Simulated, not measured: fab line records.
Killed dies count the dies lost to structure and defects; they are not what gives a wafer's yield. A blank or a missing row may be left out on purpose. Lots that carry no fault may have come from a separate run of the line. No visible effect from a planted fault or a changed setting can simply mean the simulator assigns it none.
The tool behind it: which one? -- flow gf180mcu -- 14 lots with 42 wafers sampled at 3 steps, on a route of 602 steps

== WHAT THE GAUGES READ, wafer by wafer ==
GF_V1_CD_MEAS_14: the cd target is 260 nm.
lot,measured,on,cd nm (nm)
L466,day 18 22:49,cd sem-01,261.3 258.6 259.9
L467,day 19 07:12,cd sem-02,258.4 258.2 258.7
L468,day 19 15:24,cd sem-01,259.6 260.1 259.8
L469,day 20 08:57,cd sem-01,262.0 260.3 261.6
L470,day 20 11:49,cd sem-01,261.5 262.5 262.1
L475,day 22 05:14,cd sem-01,260.4 260.3 260.4
L478,day 23 09:25,cd sem-02,256.9 258.8 257.3
L479,day 23 17:18,cd sem-01,259.1 259.8 259.9
L480,day 23 21:27,cd sem-02,260.3 259.0 258.9
L481,day 24 07:42,cd sem-02,259.1 260.1 259.0
L482,day 24 22:55,cd sem-02,261.6 261.4 262.6
L483,day 25 05:28,cd sem-01,260.1 259.2 258.3
L485,day 25 14:51,cd sem-02,261.0 262.0 261.9
L487,day 26 06:04,cd sem-01,260.2 259.8 260.4

GF_V1_OVL_MEAS_15.
lot,measured,on,V1_OVL (nm)
L466,day 18 22:55,overlay-01,-3 1 -6
L467,day 19 07:16,overlay-01,-10 -6 -4
L468,day 19 15:31,overlay-01,-5 1 1
L469,day 20 09:04,overlay-01,1 -3 -5
L470,day 20 11:55,overlay-02,-11 -3 -4
L475,day 22 05:22,overlay-02,0 -3 0
L478,day 23 09:31,overlay-01,-3 7 0
L479,day 23 17:25,overlay-02,11 9 9
L480,day 23 21:33,overlay-02,0 4 8
L481,day 24 07:49,overlay-01,2 8 8
L482,day 24 23:02,overlay-01,-4 -2 6
L483,day 25 05:35,overlay-02,-5 -3 0
L485,day 25 14:58,overlay-02,6 2 -1
L487,day 26 06:11,overlay-01,-8 -7 -8

== EACH LOT AND THE TOOL THAT RAN IT (in order: tool; ch and the chambers of the sampled wafers; start) ==
lot,GF_SALICIDE_RTA_08
L466,"rtp anneal-02 ch 0, day 15 22:17"
L467,"rtp anneal-02 ch 0, day 16 04:53"
L468,"rtp anneal-01 ch 0, day 16 14:13"
L469,"rtp anneal-02 ch 0, day 16 20:25"
L470,"rtp anneal-02 ch 0, day 17 09:02"
L475,"rtp anneal-01 ch 0, day 19 02:34"
L478,"rtp anneal-01 ch 0, day 20 07:34"
L479,"rtp anneal-02 ch 0, day 20 16:45"
L480,"rtp anneal-02 ch 0, day 20 19:51"
L481,"rtp anneal-02 ch 0, day 21 06:53"
L482,"rtp anneal-01 ch 0, day 22 00:37"
L483,"rtp anneal-02 ch 0, day 22 06:28"
L485,"rtp anneal-02 ch 0, day 22 16:40"
L487,"rtp anneal-02 ch 0, day 23 10:46"
- GF_SALICIDE_RTA_08: time 30 s.

== AS READ BY THE TOOLS THEMSELVES (means over the sampled wafers that have a number; for cases with no such wafer, the mark the record gives instead) ==
GF_SALICIDE_RTA_08.
lot,tool,chamber o2 ppm,lamp power pct (%),wafer_temp_C_max
L466,rtp anneal-02,1.989,16.3,803.7
L467,rtp anneal-02,2.007,16.3,803.9
L468,rtp anneal-01,2.019,15.1,803.8
L469,rtp anneal-02,1502.000,16.3,803.8
L470,rtp anneal-02,1502.000,16.3,803.6
L475,rtp anneal-01,1.984,15.1,803.9
L478,rtp anneal-01,1.997,15.1,804.2
L479,rtp anneal-02,1.973,16.3,804.3
L480,rtp anneal-02,1.989,16.3,802.9
L481,rtp anneal-02,1.989,16.3,803.3
L482,rtp anneal-01,1.986,15.1,803.9
L483,rtp anneal-02,2.033,16.3,804.3
L485,rtp anneal-02,1.992,16.3,803.9
L487,rtp anneal-02,1.969,16.3,803.8

== THE ANSWER, worked out from the rows above alone ==
Rule: usual is defined by the lots themselves. The widest of any qualifying gaps counts: lots, ordered by their means at a reading, are off when they make up no more than a third of the lots, leave a main group of 4 or more, and stand apart from it by 3 or more times the standard deviation of that group's means. A main group is skipped when, at the precision printed for the reading in the tables above, its means are all equal. Also off: a lot with no number at a reading for which 4 or more lots have one. Where the step has rows for the other lots, those lots are counted as sound. Order of review: gauges by route order, followed by the tools' own readings, for which a lot's mean as printed above is used. At the first step where some lot is off, the reading lying furthest off is the one used; lots without a number count as furthest.
Off, at GF_SALICIDE_RTA_08 on chamber o2 ppm: L469, L470. For the main group the mean is 1.994 and the standard deviation 0.017.
A tool fits if, at that step or a process step before it, it ran every lot that is off, and no sound lot after the first of them. Not one of the candidates tried fits.

== WHAT THE SIMULATOR HAD PUT IN ==
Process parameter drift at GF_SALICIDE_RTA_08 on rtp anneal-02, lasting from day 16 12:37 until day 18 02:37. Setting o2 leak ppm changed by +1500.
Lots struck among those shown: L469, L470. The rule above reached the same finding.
